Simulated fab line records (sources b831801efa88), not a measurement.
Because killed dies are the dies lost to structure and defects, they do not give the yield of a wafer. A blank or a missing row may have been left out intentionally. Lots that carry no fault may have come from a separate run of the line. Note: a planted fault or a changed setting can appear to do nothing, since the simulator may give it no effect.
Shared-tool check	flow sky130	12 lots, 42 wafers sampled

== REASON IT WAS OPENED ==
SKY_VT_ADJUST_LVTN_TW_MEAS_10, reading VT_ADJUST_LVTN_TW: flagged on 2 of 12 lots. Fault-free wafers read 241.6, with a standard deviation of 1.1.
Rule: flag the lot when none of its wafers has a number, or when each of its wafers that has one lies beyond 4 standard deviations from that mean. The other lots count as sound.

lot	measured	on	VT_ADJUST_LVTN_TW, wafer by wafer	flag
L164	day 6 21:18	filmMetro-02	243.0 242.3 242.0	
L169	day 9 13:32	filmMetro-04	242.5 241.3 241.5	
L170	day 9 14:33	filmMetro-04	242.0 241.2 241.9	
L173	day 9 17:20	filmMetro-01	241.1 241.2 242.0	
L174	day 9 23:31	filmMetro-02	242.6 243.0 241.6	
L175	day 10 13:59	filmMetro-04	241.8 242.2 242.5	
L176	day 10 15:11	filmMetro-01	240.0 240.4 241.4	
L182	day 12 15:11	filmMetro-02	241.7 241.0 241.3	
L183	day 12 15:31	filmMetro-02	241.2 241.4 243.0	
L184	day 12 21:03	filmMetro-01	216.3 215.9 216.8 217.2 217.9 216.3	FLAGGED
L185	day 13 00:12	filmMetro-01	218.3 217.7 218.5 218.6 219.3 218.9	FLAGGED
L186	day 13 07:04	filmMetro-01	241.9 241.9 242.1	
On average the flagged lots' numbers are 217.6, which is -24.0 against the usual, or -22 standard deviations.

== TOOL THAT RAN EACH LOT ==
The record holds 2 process steps before the reading, out of a route of 708 steps. Read each cell as the tool, then ch plus the chambers that the sampled wafers visited, then the start.
lot	flag	SKY_DNWELL_STRIP_08	SKY_VT_ADJUST_LVTN_IMPLANT_08
L164		plasmaAsher-03 ch 0,1, day 3 11:10	implanter-04 ch 0, day 6 21:04
L169		plasmaAsher-01 ch 0, day 5 10:53	implanter-03 ch 0, day 9 13:17
L170		plasmaAsher-02 ch 0,1, day 5 11:29	implanter-02 ch 0, day 9 14:19
L173		plasmaAsher-02 ch 0,1, day 5 15:11	implanter-03 ch 0, day 9 17:05
L174		plasmaAsher-02 ch 0,1, day 5 20:05	implanter-03 ch 0, day 9 23:19
L175		plasmaAsher-03 ch 0,1, day 6 07:31	implanter-03 ch 0, day 10 13:44
L176		plasmaAsher-02 ch 0,1, day 6 07:32	implanter-04 ch 0, day 10 14:57
L182		plasmaAsher-03 ch 1, day 7 22:35	implanter-03 ch 0, day 12 14:57
L183		plasmaAsher-01 ch 1, day 7 22:52	implanter-03 ch 0, day 12 15:16
L184	FLAGGED	plasmaAsher-03 ch 0,1, day 8 03:41	implanter-03 ch 0, day 12 20:50
L185	FLAGGED	plasmaAsher-01 ch 0, day 8 05:08	implanter-03 ch 0, day 12 23:58
L186		plasmaAsher-02 ch 0,1, day 8 12:46	implanter-04 ch 0, day 13 06:49
What these steps do:
- SKY_DNWELL_STRIP_08: strips in O2/N2.
- SKY_VT_ADJUST_LVTN_IMPLANT_08
- SKY_VT_ADJUST_LVTN_TW_MEAS_10

== FLAGGED OVER TOTAL, TOOL BY TOOL (the gauges that took the reading come last) ==
step	tool	lots run	flagged	share of the flagged lots	sound lots run after its first flagged lot
SKY_DNWELL_STRIP_08	plasmaAsher-01	3	1	some	0
SKY_DNWELL_STRIP_08	plasmaAsher-02	5	0	none	-
SKY_DNWELL_STRIP_08	plasmaAsher-03	4	1	some	0
SKY_VT_ADJUST_LVTN_IMPLANT_08	implanter-02	1	0	none	-
SKY_VT_ADJUST_LVTN_IMPLANT_08	implanter-03	8	2	all	0
SKY_VT_ADJUST_LVTN_IMPLANT_08	implanter-04	3	0	none	-
SKY_VT_ADJUST_LVTN_TW_MEAS_10	filmMetro-01	5	2	all	1 (L186)
SKY_VT_ADJUST_LVTN_TW_MEAS_10	filmMetro-02	4	0	none	-
SKY_VT_ADJUST_LVTN_TW_MEAS_10	filmMetro-04	3	0	none	-

== WHAT THE TABLE PERMITS ==
2 rows of the table ran every flagged lot: implanter-03 at SKY_VT_ADJUST_LVTN_IMPLANT_08, filmMetro-01 at SKY_VT_ADJUST_LVTN_TW_MEAS_10.
- implanter-03 at SKY_VT_ADJUST_LVTN_IMPLANT_08: 2 of its 8 lots flagged. A fault beginning between L183 (day 12 15:16), its last sound lot, and L184 (day 12 20:50), its first flagged one, fits the data. Its own readings lie more than 4 standard deviations out on every wafer of the flagged lots: doseIonsCm2, faradayCurrentUA.
- filmMetro-01 at SKY_VT_ADJUST_LVTN_TW_MEAS_10: 2 of its 5 lots flagged. After the first flagged lot (L186), sound lots still ran on it; a lasting fault on the whole tool would not permit that.
What remains is a single tool, implanter-03 at SKY_VT_ADJUST_LVTN_IMPLANT_08.

== WHAT HAD BEEN PUT IN BY THE SIMULATOR ==
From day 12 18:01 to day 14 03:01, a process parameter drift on implanter-03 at SKY_VT_ADJUST_LVTN_IMPLANT_08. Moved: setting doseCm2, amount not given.
Struck lots among those shown: L184, L185. The rule given above showed the same thing.
